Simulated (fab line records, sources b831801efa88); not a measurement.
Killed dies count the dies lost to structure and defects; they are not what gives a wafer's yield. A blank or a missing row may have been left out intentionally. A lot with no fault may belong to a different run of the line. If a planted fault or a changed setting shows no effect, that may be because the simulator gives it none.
fab line records ; flow sky130
record lots=6; wafers=18; last-day=50
route steps=708 shown VIA2@516 PAD_OPEN@708
lots with no fault: from the same line, run without faults
start-h: hours from the record's first day to the start of the lot's first wafer shown ; wait-h: how many hours have passed since the lot's step before this one ; " identical to the entry in the row above ; L1.1+2: a row that stands for several wafers ; - no value, or no start was given ; * or withheld: withheld ; < > ~ a bound
route shown NAME@n: names a module that has steps shown in the file, with the first one's number in the route ; usual: mean/standard deviation of fault-free wafers ; same: alike in all rows ; chamber/n: place in a boat ; sites: per-site readings ; _std_site: their standard deviation ; _edge_site: mean of outer sites minus mean of inner sites ; radius-mm: how far each site lies from the wafer's centre ; mask NAME#n: copy n ; behind: the last tool/chamber to shape the wafer ; hold: cause of the lot's hold/its duration in hours/its outcome ; device: names the non-switching transistor (n, p or np) ; end of line: at the end of the route, the tests of the same wafers ; for a step that has no rows: nothing shown but its recipe ; killed: at the first sort, the dies lost to defects and structure; wafer yield is something else ; map: a wafer's dies, marking killed ones x, the rest . and places with no die _
set.NAME: the setting as run; set.NAME@STEP: as run at that earlier step ; model.NAME: the simulator's own value behind a step, which no gauge read
certain route steps with their lots: each step a table, each wafer a row
services: the hour from which a tool's chamber was out of use, counted from the record's first day as start-h (under 0 if before that day), plus the number of hours and why
## steps
# step SKY_VIA2_EXPOSE_09
# recipe mask-id=VIM2; na=0.8; source-shape=annular; sigma-inner=0.55; sigma-outer=0.85; target-cd-nm=200; dose-mj=38
# step SKY_VIA2_PEB_10
# recipe peb-temp-c=withheld; peb-time-s=withheld; resist=KrF-thick
# step SKY_VIA2_DEVELOP_11
# recipe develop-time-s=60; resist=KrF-thick; dev-temp-c=21
# step SKY_VIA2_CD_MEAS_12
# recipe target-cd-nm=200
# usual cd-nm=200.3/1.4
lot.wafer;tool;chamber;start-h;wait-h;cd-nm
L240.1;cd-sem-01;-;888.74;-;201.7
L240.2;cd-sem-01;-;888.74;-;202.2
L240.3;cd-sem-01;-;888.74;-;202.5
L243.2;cd-sem-01;-;915.21;-;201.7
L243.5;cd-sem-01;-;915.21;-;201.0
L243.6;cd-sem-01;-;915.21;-;200.7
L251.1;cd-sem-01;-;964.49;-;201.7
L251.3;cd-sem-01;-;964.49;-;201.5
L251.6;cd-sem-01;-;964.49;-;203.1
L253.3;cd-sem-02;-;974.33;-;199.3
L253.4;cd-sem-02;-;974.33;-;199.3
L253.5;cd-sem-02;-;974.33;-;199.6
L257.1;cd-sem-01;-;1016.09;-;198.6
L257.3;cd-sem-01;-;1016.09;-;199.3
L257.5;cd-sem-01;-;1016.09;-;200.0
L258.1;cd-sem-01;-;1017.94;-;197.7
L258.3;cd-sem-01;-;1017.94;-;197.8
L258.6;cd-sem-01;-;1017.94;-;199.7
# step SKY_VIA2_OVL_MEAS_13
# usual VIA2_OVL=0/4.6
lot.wafer;tool;chamber;start-h;wait-h;VIA2_OVL[nm]
L240.1;overlay-02;-;888.86;0.1;-4
L240.2;overlay-02;-;888.86;0.1;-3
L240.3;overlay-02;-;888.86;0.1;-3
L243.2;overlay-01;-;915.31;0.1;3
L243.5;overlay-01;-;915.31;0.1;0
L243.6;overlay-01;-;915.31;0.1;-2
L251.1;overlay-01;-;964.61;0.1;-8
L251.3;overlay-01;-;964.61;0.1;-2
L251.6;overlay-01;-;964.61;0.1;0
L253.3;overlay-02;-;974.43;0.1;0
L253.4;overlay-02;-;974.43;0.1;3
L253.5;overlay-02;-;974.43;0.1;3
L257.1;overlay-02;-;1016.21;0.1;-1
L257.3;overlay-02;-;1016.21;0.1;-1
L257.5;overlay-02;-;1016.21;0.1;-6
L258.1;overlay-01;-;1018.06;0.1;-2
L258.3;overlay-01;-;1018.06;0.1;2
L258.6;overlay-01;-;1018.06;0.1;4
# step SKY_VIA2_ETCH_14
# recipe chemistry=N2/H2; target=BARC; ion-energy-ev=200; source-w=500; bias-w=100; pressure-mtorr=30; n2-flow-sccm=100; h2-flow-sccm=200; stop-on=SiO2; time-s=45.9; target-depth-a=600
# usual chamber-pressure-mTorr=30.000/0.027; drypump-motor-current-A=6.0/0.47; oes-product-au=0.855/0.0046; throttle-valve-pct=13.226/0.0087
lot.wafer;tool;chamber;start-h;wait-h;chamber-pressure-mTorr;drypump-motor-current-A;oes-product-au;rf-hours-counter-h;throttle-valve-pct
L240.1;rie-diel-04;3;888.89;0.0;29.976;5.3;0.861;19;13.227
L240.2;rie-diel-04;1;888.89;0.0;29.984;6.2;0.849;17;13.225
L240.3;rie-diel-04;2;888.89;0.0;30.018;6.4;0.848;14;13.223
L243.2;rie-diel-04;2;915.34;0.0;29.984;6.4;0.854;14;13.216
L243.5;rie-diel-04;2;915.34;0.0;29.977;6.3;0.862;-;13.226
L243.6;rie-diel-04;1;915.34;0.0;30.020;6.1;0.859;-;13.219
L251.1;rie-diel-04;0;964.64;0.0;30.002;5.6;0.858;15;13.228
L251.3;rie-diel-04;2;964.64;0.0;30.050;6.4;0.859;16;13.227
L251.6;rie-diel-04;3;964.64;0.0;30.011;5.3;0.850;-;13.220
L253.3;rie-diel-01;0;974.45;0.0;29.986;5.9;0.846;4;13.245
L253.4;rie-diel-01;3;974.45;0.0;29.947;5.5;0.851;0;13.233
L253.5;rie-diel-01;0;974.45;0.0;30.035;5.9;0.853;-;13.212
L257.1;rie-diel-02;3;1016.25;0.0;30.013;5.6;0.851;17;13.220
L257.3;rie-diel-02;2;1016.25;0.0;30.024;6.2;0.849;14;13.226
L257.5;rie-diel-02;2;1016.25;0.0;30.053;6.2;0.862;-;13.227
L258.1;rie-diel-02;0;1018.10;0.0;30.007;6.0;0.855;21;13.233
L258.3;rie-diel-02;2;1018.10;0.0;29.996;6.2;0.854;14;13.229
L258.6;rie-diel-02;3;1018.10;0.0;29.991;5.6;0.856;-;13.241
# step SKY_VIA2_ETCH_15
# recipe target=SiO2; chemistry=C4F8/O2/Ar; target-depth-nm=546; stop-on=TiN; mask-material=KrF-thick; source-w=1500; bias-w=1200; pressure-mtorr=40; c4f8-flow-sccm=withheld; O2_flow_sccm=6; Ar_flow_sccm=300; time-s=84
# usual chamber-pressure-mTorr=40.00/0.034; oes-product-au=0.940/0.0049
lot.wafer;tool;chamber;start-h;wait-h;chamber-pressure-mTorr;oes-product-au;rf-hours-counter-h
L240.1;rie-diel-04;3;888.93;0.0;40.01;0.947;19
L240.2;rie-diel-04;1;888.93;0.0;40.00;0.940;17
L240.3;rie-diel-04;2;888.93;0.0;39.97;0.944;14
L243.2;rie-diel-04;2;915.38;0.0;39.93;0.933;15
L243.5;rie-diel-04;2;915.38;0.0;39.96;0.938;-
L243.6;rie-diel-04;1;915.38;0.0;40.02;0.942;-
L251.1;rie-diel-04;0;964.68;0.0;40.04;0.935;15
L251.3;rie-diel-04;2;964.68;0.0;40.03;0.937;16
L251.6;rie-diel-04;3;964.68;0.0;39.94;0.952;-
L253.3;rie-diel-01;0;974.49;0.0;40.06;0.940;4
L253.4;rie-diel-01;3;974.49;0.0;40.02;0.939;0
L253.5;rie-diel-01;0;974.49;0.0;40.03;0.934;-
L257.1;rie-diel-02;3;1016.29;0.0;40.01;0.944;17
L257.3;rie-diel-02;2;1016.29;0.0;40.00;0.938;14
L257.5;rie-diel-02;2;1016.29;0.0;40.01;0.944;-
L258.1;rie-diel-02;0;1018.14;0.0;39.98;0.932;21
L258.3;rie-diel-02;2;1018.14;0.0;39.96;0.945;14
L258.6;rie-diel-02;3;1018.14;0.0;39.99;0.935;-
# step SKY_VIA2_STRIP_16
# recipe chemistry=O2/N2; power-w=1400; pressure-mtorr=1500; platen-temp-c=withheld; o2-flow-sccm=3000; n2-flow-sccm=300; overash-fraction=0.5
# usual chamber-pressure-mTorr=1500.0/1.3; drypump-motor-current-A=5.7/0.36; oes-product-au=0.399/0.0048; strip-time-to-endpoint-s=4.048/0.021
lot.wafer;tool;chamber;start-h;wait-h;chamber-pressure-mTorr;drypump-motor-current-A;oes-product-au;rf-hours-counter-h;strip-time-to-endpoint-s
L240.1;plasma-asher-02;0;889.00;0.0;1501.3;5.5;0.398;44;4.042
L240.2;plasma-asher-02;1;889.00;0.0;1499.1;5.4;0.402;44;4.030
L240.3;plasma-asher-02;1;889.00;0.0;1498.8;5.4;0.406;-;4.015
L243.2;plasma-asher-02;0;915.45;0.0;1499.7;5.5;0.395;47;4.021
L243.5;plasma-asher-02;0;915.45;0.0;1502.0;5.5;0.402;-;4.035
L243.6;plasma-asher-02;1;915.45;0.0;1500.2;5.4;0.397;-;4.032
L251.1;plasma-asher-01;0;964.75;0.0;1500.6;5.8;0.394;83;4.061
L251.3;plasma-asher-01;1;964.75;0.0;1499.2;6.3;0.403;-;4.031
L251.6;plasma-asher-01;1;964.75;0.0;1499.0;6.3;0.398;-;4.013
L253.3;plasma-asher-01;1;974.59;0.1;1498.4;6.3;0.400;-;4.043
L253.4;plasma-asher-01;0;974.59;0.1;1500.6;5.8;0.398;-;4.071
L253.5;plasma-asher-01;1;974.59;0.1;1499.6;6.3;0.400;-;4.025
L257.1;plasma-asher-02;0;1016.36;0.0;1500.1;5.5;0.394;58;4.060
L257.3;plasma-asher-02;0;1016.36;0.0;1500.2;5.5;0.393;-;4.053
L257.5;plasma-asher-02;0;1016.36;0.0;1499.6;5.5;0.398;-;4.040
L258.1;plasma-asher-03;1;1018.21;0.0;1499.6;5.5;0.405;22;4.055
L258.3;plasma-asher-03;1;1018.21;0.0;1498.0;5.5;0.403;-;4.060
L258.6;plasma-asher-03;0;1018.21;0.0;1498.7;5.5;0.399;-;4.051
# step SKY_VIA2_STRIP_17
# recipe chemistry=post-etch-residue-remover; time-s=1200; temp-c=72.5
# step SKY_VIA2_CLEAN_18
# recipe chemistry=IPA; time-s=180; temp-c=25
# step SKY_VIA2_CLEAN_19
# recipe chemistry=O3/DIW; dry=n2-spin
# step SKY_VIA2_SPUTTER_20
# recipe material=TiN; target-thk-nm=20; chamber-pressure-pa=5; power-w=4000; time-s=80
# usual throttle-valve-pct=29.7/1.2
lot.wafer;tool;chamber;start-h;wait-h;throttle-valve-pct
L240.1;pvd-sputter-02;-;889.59;0.0;29.7
L240.2;pvd-sputter-02;-;889.59;0.0;27.6
L240.3;pvd-sputter-02;-;889.59;0.0;31.5
L243.2;pvd-sputter-03;-;916.51;0.0;31.0
L243.5;pvd-sputter-03;-;916.51;0.0;29.6
L243.6;pvd-sputter-03;-;916.51;0.0;31.1
L251.1;pvd-sputter-02;-;965.37;0.0;30.5
L251.3;pvd-sputter-02;-;965.37;0.0;27.6
L251.6;pvd-sputter-02;-;965.37;0.0;30.2
L253.3;pvd-sputter-03;-;975.16;0.0;29.5
L253.4;pvd-sputter-03;-;975.16;0.0;28.4
L253.5;pvd-sputter-03;-;975.16;0.0;29.7
L257.1;pvd-sputter-02;-;1016.96;0.0;30.4
L257.3;pvd-sputter-02;-;1016.96;0.0;30.0
L257.5;pvd-sputter-02;-;1016.96;0.0;31.5
L258.1;pvd-sputter-03;-;1018.81;0.0;30.9
L258.3;pvd-sputter-03;-;1018.81;0.0;29.4
L258.6;pvd-sputter-03;-;1018.81;0.0;31.1
# step SKY_VIA2_CVD_21
# recipe material=W; target-thk-nm=420; time-s=126.4; temp-c=400; pressure-torr=40
# usual chamber-pressure-Torr=40.01/0.094; heater-power-w=836/48
lot.wafer;tool;chamber;start-h;wait-h;chamber-pressure-Torr;heater-power-w;model.W_of_VIA2_CVD_21.thk-nm
L240.1;cvd-w-01;1;889.65;0.0;40.02;895;424.6
L240.2;cvd-w-01;0;889.65;0.0;39.99;844;419.2
L240.3;cvd-w-01;1;889.65;0.0;40.15;885;424.6
L243.2;cvd-w-01;1;916.63;0.1;39.98;878;425.2
L243.5;cvd-w-01;1;916.63;0.1;39.87;861;417.9
L243.6;cvd-w-01;0;916.63;0.1;40.00;851;415.6
L251.1;cvd-w-01;0;965.43;0.0;34.59;850;390.6
L251.3;cvd-w-01;1;965.43;0.0;40.01;884;422.8
L251.6;cvd-w-01;0;965.43;0.0;34.63;843;389.5
L253.3;cvd-w-01;1;975.26;0.1;40.14;880;417.4
L253.4;cvd-w-01;0;975.26;0.1;34.66;867;389.8
L253.5;cvd-w-01;1;975.26;0.1;40.26;856;414
L257.1;cvd-w-02;1;1017.02;0.0;39.99;890;419.2
L257.3;cvd-w-02;0;1017.02;0.0;39.96;758;420.2
L257.5;cvd-w-02;0;1017.02;0.0;40.03;772;423.2
L258.1;cvd-w-02;1;1018.87;0.0;39.92;881;422.4
L258.3;cvd-w-02;1;1018.87;0.0;40.02;853;425.2
L258.6;cvd-w-02;0;1018.87;0.0;40.13;750;423.2
# step SKY_VIA2_RS_MEAS_22
# recipe thk-meas-gauge=four-point-probe; reads=W_of_VIA2_CVD_21+TiN_of_VIA2_SPUTTER_20
# usual VIA2_W_RS=0.272/0.0031
lot.wafer;tool;chamber;start-h;wait-h;VIA2_W_RS[ohm/sq]
L240.1;film-metro-04;-;889.78;0.1;0.270
L240.2;film-metro-04;-;889.78;0.1;0.273
L240.3;film-metro-04;-;889.78;0.1;0.270
L243.2;film-metro-04;-;916.78;0.1;0.269
L243.5;film-metro-04;-;916.78;0.1;0.273
L243.6;film-metro-04;-;916.78;0.1;0.275
L251.1;film-metro-02;-;965.56;0.1;0.293
L251.3;film-metro-02;-;965.56;0.1;0.271
L251.6;film-metro-02;-;965.56;0.1;0.294
L253.3;film-metro-02;-;975.39;0.1;0.274
L253.4;film-metro-02;-;975.39;0.1;0.294
L253.5;film-metro-02;-;975.39;0.1;0.276
L257.1;film-metro-02;-;1017.15;0.1;0.273
L257.3;film-metro-02;-;1017.15;0.1;0.272
L257.5;film-metro-02;-;1017.15;0.1;0.271
L258.1;film-metro-04;-;1019.00;0.1;0.271
L258.3;film-metro-04;-;1019.00;0.1;0.269
L258.6;film-metro-04;-;1019.00;0.1;0.270
# step SKY_VIA2_THK_MEAS_23
# recipe thk-meas-gauge=xrf; reads=W_of_VIA2_CVD_21
# usual VIA2_W_THK=431/6.5
lot.wafer;tool;chamber;start-h;wait-h;VIA2_W_THK[nm]
L240.1;film-metro-04;-;889.90;0.1;440
L240.2;film-metro-04;-;889.90;0.1;432
L240.3;film-metro-04;-;889.90;0.1;440
L243.2;film-metro-04;-;916.89;0.1;436
L243.5;film-metro-04;-;916.89;0.1;429
L243.6;film-metro-04;-;916.89;0.1;426
L251.1;film-metro-02;-;965.68;0.1;397
L251.3;film-metro-02;-;965.68;0.1;432
L251.6;film-metro-02;-;965.68;0.1;397
L253.3;film-metro-02;-;975.49;0.1;423
L253.4;film-metro-02;-;975.49;0.1;395
L253.5;film-metro-02;-;975.49;0.1;423
L257.1;film-metro-02;-;1017.27;0.1;428
L257.3;film-metro-02;-;1017.27;0.1;428
L257.5;film-metro-02;-;1017.27;0.1;430
L258.1;film-metro-04;-;1019.12;0.1;436
L258.3;film-metro-04;-;1019.12;0.1;441
L258.6;film-metro-04;-;1019.12;0.1;439
# step SKY_VIA2_CMP_24
# recipe stop-on=SiO2; t-overpolish-s=20; down-force-psi=3.5; platen-rpm=60; target-thk-nm=0; pad-velocity-m-s=0.94248
# usual motor-current-A=11.1/1.2; retaining-ring-pressure-frac=1.000/0.0049
lot.wafer;tool;chamber;start-h;wait-h;motor-current-A;retaining-ring-pressure-frac
L240.1;cmp-01;3;889.96;0.1;9.5;0.992
L240.2;cmp-01;1;889.96;0.1;11.4;1.009
L240.3;cmp-01;2;889.96;0.1;11.4;0.996
L243.2;cmp-02;0;917.09;0.2;9.6;1.008
L243.6;cmp-02;1;917.09;0.2;12.2;0.996
L243.5;cmp-02;2;917.09;0.2;10.7;0.999
L251.1;cmp-02;2;965.74;0.1;10.9;1.003
L251.3;cmp-02;3;965.74;0.1;11.9;1.005
L251.6;cmp-02;3;965.74;0.1;12.3;1.007
L253.4;cmp-01;3;975.58;0.1;9.3;0.993
L253.3;cmp-01;0;975.58;0.1;12.8;1.008
L253.5;cmp-01;3;975.58;0.1;9.2;0.997
L257.1;cmp-02;0;1017.38;0.1;10.0;0.999
L257.3;cmp-02;1;1017.38;0.1;11.8;1.007
L257.5;cmp-02;3;1017.38;0.1;11.4;1.002
L258.3;cmp-02;1;1019.18;0.0;12.8;1.006
L258.1;cmp-02;3;1019.18;0.0;12.2;1.007
L258.6;cmp-02;2;1019.18;0.0;11.1;0.997
# step SKY_PAD_OPEN_PROBE_99
# usual defect-limited-yield=82.5/1.8; killed_at_M0_to_M3=44/7.1; killed_at_M4_up=3.0/1.9; killed-at-contacts=25/5.6; killed-at-front-end=14/4.1; killed-at-other=0.2/0.44; killed-dies=86/9.1; killed-open=47/7.4; killed-short=39/5.7; sort_bin_3_pad_short=0.9/0.37; sort_bin_5_function=10.3/1.6; sort_bin_6_memory=6.3/1.1; sort-n-pass=406/9.1; sort-yield-pct=82.5/1.8
# same gross-dies=492; killed-at-back-side=0; sort_bin_4_leakage[%]=0; sort_bin_8_speed[%]=0
lot.wafer;tool;chamber;start-h;wait-h;defect-limited-yield[%];killed_at_M0_to_M3;killed_at_M4_up;killed-at-contacts;killed-at-front-end;killed-at-other;killed-dies;killed-open;killed-short;sort_bin_3_pad_short[%];sort_bin_5_function[%];sort_bin_6_memory[%];sort-n-pass;sort-yield-pct[%]
L240.1;prober-02;-;1103.59;0.1;83.7;46;2;22;9;1;80;43;37;0.8;9.1;6.3;412;83.7
L240.2;prober-02;-;1103.64;0.1;85.0;35;7;20;12;0;74;38;36;0.4;10.0;4.7;418;85.0
L240.3;prober-02;-;1103.69;0.2;82.7;40;5;26;14;0;85;49;36;0.6;11.8;4.9;407;82.7
L243.2;prober-02;-;1124.51;0.1;79.5;53;3;28;16;1;101;60;41;1.2;13.0;6.3;391;79.5
L243.5;prober-02;-;1124.66;0.2;82.7;44;1;26;12;2;85;48;37;0.2;11.0;6.1;407;82.7
L243.6;prober-02;-;1124.71;0.2;83.7;44;2;22;12;0;80;44;36;1.4;9.3;5.5;412;83.7
L251.1;prober-01;-;1165.92;0.1;79.1;51;4;30;17;1;103;58;45;0.4;13.0;7.5;389;79.1
L251.3;prober-01;-;1166.02;0.2;78.3;61;1;27;18;0;107;59;48;1.4;12.6;7.7;385;78.3
L251.6;prober-01;-;1166.17;0.2;82.7;43;5;24;13;0;85;40;45;1.0;9.1;7.1;407;82.7
L253.3;prober-01;-;1170.52;0.2;84.1;41;5;15;17;0;78;42;36;0.6;8.9;6.3;414;84.1
L253.4;prober-01;-;1170.57;0.2;85.0;38;4;24;8;0;74;42;32;1.4;8.5;5.1;418;85.0
L253.5;prober-01;-;1170.62;0.2;84.6;49;3;15;9;0;76;34;42;0.6;8.9;5.9;416;84.6
L257.1;prober-02;-;1204.32;0.1;82.7;48;3;21;13;0;85;44;41;1.0;10.0;6.3;407;82.7
L257.3;prober-02;-;1204.42;0.2;79.7;50;2;28;20;0;100;57;43;1.0;12.4;6.9;392;79.7
L257.5;prober-02;-;1204.52;0.2;81.3;46;3;27;16;0;92;57;35;1.0;10.8;6.9;400;81.3
L258.1;prober-02;-;1208.20;0.1;80.7;44;1;24;26;0;95;55;40;0.6;13.2;5.5;397;80.7
L258.3;prober-02;-;1208.30;0.2;82.7;44;5;16;20;0;85;46;39;1.2;10.2;5.9;407;82.7
L258.6;prober-02;-;1208.45;0.2;82.1;46;1;25;16;0;88;51;37;1.2;11.8;4.9;404;82.1
# killed by level:class
L240.1 VIA1:geometric-particle:open=9 VIA2:geometric-particle:open=8 LI_CONTACT:geometric-particle:open=7 CONTACT:geometric-particle:open=5 METAL2:geometric-particle:short=5 LOCAL_INTERCONNECT:geometric-particle:short=4 METAL3:geometric-particle:short=4 METAL1:geometric-particle:short=4
L240.2 CONTACT:geometric-particle:open=9 VIA1:geometric-particle:open=8 METAL1:geometric-particle:short=7 METAL4:geometric-particle:short=6 VIA2:geometric-particle:open=5 VIA3:geometric-particle:open=5 POLY_GATE:geometric-particle:open=4 LI_CONTACT:geometric-particle:open=4
L240.3 VIA1:geometric-particle:open=13 LI_CONTACT:geometric-particle:open=9 CONTACT:geometric-particle:open=8 VIA3:geometric-particle:short=6 VIA3:geometric-particle:open=5 FIELD_ISO:geometric-particle:short=4 POLY_GATE:geometric-particle:open=4 LI_CONTACT:geometric-particle:short=4
L243.2 CONTACT:geometric-particle:open=14 VIA1:geometric-particle:open=13 VIA2:geometric-particle:open=10 CONTACT:geometric-particle:short=8 METAL1:geometric-particle:short=7 VIA3:geometric-particle:open=7 FIELD_ISO:geometric-particle:open=6 METAL2:geometric-particle:short=5
L243.5 VIA1:geometric-particle:open=10 LI_CONTACT:geometric-particle:open=9 METAL2:geometric-particle:short=8 VIA2:geometric-particle:open=7 CONTACT:geometric-particle:open=6 CONTACT:geometric-particle:short=6 VIA3:geometric-particle:open=5 VIA1:geometric-particle:short=4
L243.6 LI_CONTACT:geometric-particle:open=10 VIA2:geometric-particle:open=9 VIA1:geometric-particle:open=8 CONTACT:geometric-particle:open=6 VIA1:geometric-particle:short=6 METAL3:geometric-particle:short=5 FIELD_ISO:geometric-particle:short=4 CONTACT:geometric-particle:short=4
L251.1 CONTACT:geometric-particle:open=14 VIA1:geometric-particle:open=14 METAL2:geometric-particle:short=8 LI_CONTACT:geometric-particle:open=7 VIA3:geometric-particle:open=7 METAL1:geometric-particle:short=6 VIA1:geometric-particle:short=6 POLY_GATE:geometric-particle:open=5
L251.3 VIA2:geometric-particle:open=10 METAL2:geometric-particle:short=10 VIA1:geometric-particle:open=9 CONTACT:geometric-particle:open=8 VIA3:geometric-particle:open=8 LI_CONTACT:geometric-particle:open=7 METAL1:geometric-particle:short=6 FIELD_ISO:geometric-particle:open=5
L251.6 LI_CONTACT:geometric-particle:open=11 METAL3:geometric-particle:short=7 METAL2:geometric-particle:short=6 VIA3:geometric-particle:open=6 CONTACT:geometric-particle:open=4 LI_CONTACT:geometric-particle:short=4 METAL1:geometric-particle:short=4 METAL1:geometric-particle:open=4
L253.3 VIA1:geometric-particle:open=9 VIA1:geometric-particle:short=8 FIELD_ISO:geometric-particle:open=7 VIA3:geometric-particle:open=6 CONTACT:geometric-particle:open=5 FIELD_ISO:geometric-particle:short=4 LI_CONTACT:geometric-particle:open=4 VIA2:geometric-particle:open=4
L253.4 CONTACT:geometric-particle:open=11 VIA1:geometric-particle:open=9 METAL2:geometric-particle:short=6 VIA2:geometric-particle:open=5 LOCAL_INTERCONNECT:geometric-particle:short=4 VIA3:geometric-particle:open=4 FIELD_ISO:geometric-particle:short=3 LI_CONTACT:geometric-particle:open=3
L253.5 VIA1:geometric-particle:open=9 METAL1:geometric-particle:short=8 VIA1:geometric-particle:short=6 METAL3:geometric-particle:short=6 CONTACT:geometric-particle:open=5 VIA3:geometric-particle:open=5 LI_CONTACT:geometric-particle:open=4 METAL2:geometric-particle:short=4
L257.1 VIA1:geometric-particle:open=9 LI_CONTACT:geometric-particle:open=6 CONTACT:geometric-particle:open=6 METAL1:geometric-particle:short=6 LOCAL_INTERCONNECT:geometric-particle:short=5 VIA2:geometric-particle:short=5 VIA3:geometric-particle:open=5 POLY_GATE:geometric-particle:open=4
L257.3 VIA1:geometric-particle:open=11 CONTACT:geometric-particle:open=11 VIA2:geometric-particle:open=8 FIELD_ISO:geometric-particle:short=6 VIA3:geometric-particle:open=6 LI_CONTACT:geometric-particle:open=6 VIA3:geometric-particle:short=6 METAL2:geometric-particle:short=5
L257.5 LI_CONTACT:geometric-particle:open=12 CONTACT:geometric-particle:open=11 VIA1:geometric-particle:open=8 METAL1:geometric-particle:short=7 VIA3:geometric-particle:open=7 VIA2:geometric-particle:open=7 FIELD_ISO:geometric-particle:open=5 VIA2:geometric-particle:short=4
L258.1 FIELD_ISO:geometric-particle:open=12 VIA1:geometric-particle:open=12 CONTACT:geometric-particle:open=8 FIELD_ISO:geometric-particle:short=6 METAL2:geometric-particle:short=6 LI_CONTACT:geometric-particle:short=5 LI_CONTACT:geometric-particle:open=5 LOCAL_INTERCONNECT:geometric-particle:short=5
L258.3 VIA1:geometric-particle:open=13 METAL2:geometric-particle:short=9 FIELD_ISO:geometric-particle:short=6 VIA3:geometric-particle:open=6 LI_CONTACT:geometric-particle:open=6 FIELD_ISO:geometric-particle:open=4 CONTACT:geometric-particle:open=4 METAL1:geometric-particle:short=4
L258.6 VIA1:geometric-particle:open=15 VIA2:geometric-particle:open=9 CONTACT:geometric-particle:open=8 LI_CONTACT:geometric-particle:open=5 CONTACT:geometric-particle:short=5 METAL2:geometric-particle:short=5 FIELD_ISO:geometric-particle:open=4 POLY_GATE:geometric-particle:open=4
## services
tool;chamber;start-h;hours;kind
rie-diel-01;-;865.71;1.4;repair
cmp-01;-;870.21;1.0;repair
pvd-sputter-03;1;879.86;-;consumable-replace:kit
pvd-sputter-03;1;879.86;18.0;scheduled-down
pvd-sputter-03;1;879.86;18.0;vent-cycle
cmp-02;-;888.51;0.8;repair
cmp-01;-;892.12;3.5;pm
cvd-w-02;-;904.00;14.0;pm
rie-diel-04;3;910.78;2.4;repair
cmp-01;-;912.00;4.0;pm
rie-diel-04;-;915.52;0.6;repair
pvd-sputter-03;-;918.33;2.0;repair
plasma-asher-03;-;931.43;44.1;repair
cvd-w-01;-;932.08;0.4;repair
rie-diel-02;3;941.08;1.9;repair
rie-diel-04;-;942.99;1.0;repair
plasma-asher-03;-;975.55;10.3;pm
rie-diel-02;0;992.81;2.8;repair
plasma-asher-03;-;998.23;2.8;pm
rie-diel-04;0;998.84;4.1;repair
plasma-asher-03;-;1003.42;1.6;repair
rie-diel-02;-;1009.01;0.9;repair
cmp-01;-;1018.53;2.2;repair
rie-diel-02;0;1019.09;12.4;repair
## key
first-sign step=SKY_VIA2_CVD_21; reading=chamber-pressure-Torr; direction=down; sigmas=57; usual=40.01; struck=34.63
effect step=SKY_VIA2_RS_MEAS_22; reading=VIA2_W_RS; direction=up; sigmas=6.9; usual=0.272; struck=0.293
effect step=SKY_VIA2_THK_MEAS_23; reading=VIA2_W_THK; direction=down; sigmas=5.4; usual=431; struck=396
model-effect step=SKY_VIA2_CVD_21; value=W_of_VIA2_CVD_21.thk-nm; without=418.4; struck=390
met-at SKY_VIA2_CVD_21
struck-wafers L251.1,L251.6,L253.4
onset-between 916.63 965.43
fault kind=process-parameter-drift; tool=cvd-w-01; chamber=0; onset-h=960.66; steps=SKY_VIA2_CVD_21; channel=pressure-torr; offset=-5.2346; shape=step; end-h=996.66; acts-in=these-recipes-only; stated=40
